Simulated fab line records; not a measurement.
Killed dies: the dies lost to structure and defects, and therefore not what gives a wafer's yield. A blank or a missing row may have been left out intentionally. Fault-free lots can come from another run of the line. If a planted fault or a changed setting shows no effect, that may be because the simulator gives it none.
Struck lot and sound lot, side by side -- flow gf180mcu -- 17 out of 602 route steps
Sound: the wafers L317.1, L317.2, L317.5. Wafers struck: L326.1, L326.2, L326.3. The cause is named last.
Per side, at each step with rows, come the tool, then ch with its chambers, and then its first start. Under that, the readings that differ: sound wafers -- struck wafers -- difference of the means -- sigmas: that difference in standard deviations of wafers without a fault.
alike: words and numbers the same on both sides, and readings whose means are apart by under 2 such deviations; not compared: readings that were withheld, readings missing a value for some wafer, numbers with overlapping values and no deviation given by the record, and bounds like >300 which may hide the same value.
Wherever a step has rows on one side only, a row that says differs or no value, or a row with sigmas, the two part there. Non-overlapping numbers with no deviation appear without sigmas and do not part them. Lack of a reading on every wafer of one side parts them only where that side has two or more wafers.

first, 6 steps without rows for these wafers: GF_M1_HMDS_08 (prime time 60 s); GF_M1_COAT_09 (resist thk 1000 nm); GF_M1_SOFTBAKE_10 (time 60 s); GF_M1_EXPOSE_11 (exposes mask Metal1, target cd 230 nm); GF_M1_PEB_12 (peb time 90 s); GF_M1_DEVELOP_13 (develop time 60 s).
GF_M1_CD_MEAS_14 targets a cd of 230 nm.
  sound: cdSem-01 at day 20 07:07; struck: cdSem-02 at day 23 14:15
  alike: cdNm
GF_M1_OVL_MEAS_15:
  sound: overlay-02 at day 20 07:14; struck: overlay-01 at day 23 14:22
  alike: M1_OVL
GF_M1_METAL_ETCH_16: etches the open film in Cl2/BCl3, stops on SiO2, target depth 627.5 nm, time 104.6 s.
  sound on rieMetal-03 ch 0,1, day 20 07:17; struck on rieMetal-03 ch 0,1, day 23 14:25
  alike: drypumpMotorCurrentA, oesProductAu, throttleValvePct
  not compared: rfHoursCounterH
GF_M1_STRIP_17: strips in O2/N2.
  sound on plasmaAsher-04 ch 0,1, day 20 07:23; struck on plasmaAsher-04 ch 0,1, day 23 14:31
  alike: drypumpMotorCurrentA, heaterPowerW, o2FlowSccm, oesProductAu, stripTimeToEndpointS
  not compared: rfHoursCounterH
then, 2 steps without rows for these wafers: GF_M1_STRIP_18 (strips in post etch residue remover, time 1200 s); GF_M1_CLEAN_19 (cleans in DIW).
GF_V1_CVD_00: deposits SiO2, target thk 600 nm, time 100 s.
  sound on hdpcvd-01 ch 0,2, day 20 07:55; struck on hdpcvd-01 ch 1,2, day 23 15:04
  no value came back on the struck wafers for pressureMtorr (mTorr), runLengthS (s); on the sound wafers pressureMtorr (mTorr) reads 5.996 6.018 5.974
GF_V1_CVD_02: deposits SiO2 from TEOS, target thk 850 nm, time 94.851 s.
  sound on pecvd-03 ch 0,1, day 20 08:03; struck on pecvd-01 ch 0,1,2, day 23 15:14
  alike: heaterPowerOuterW, heaterPowerW
GF_V1_CMP_04: polishes SiO2.
  sound on cmp-02 ch 0,2,3, day 20 08:11; struck on cmp-02 ch 1,2,3, day 23 15:22
  alike: headPressurePsi, motorCurrentA
GF_V1_BOW_MEAS_05:
  sound: filmMetro-03 at day 20 08:29; struck: filmMetro-02 at day 23 15:40
reading,sound,struck,difference,sigmas
V1_BOW (um),89 80 90,49 50 56,-35,-5
then, 1 step without rows for these wafers: GF_V1_DEHYDRATE_06 (time 60 s).

== WHERE THEY PART ==
Last at GF_V1_BOW_MEAS_05 as far as this record goes, first at GF_V1_CVD_00.

WHY: whatever the simulator had introduced
Whole step skipped at GF_V1_CVD_00 on hdpcvd-01, starting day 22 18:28. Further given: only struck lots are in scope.
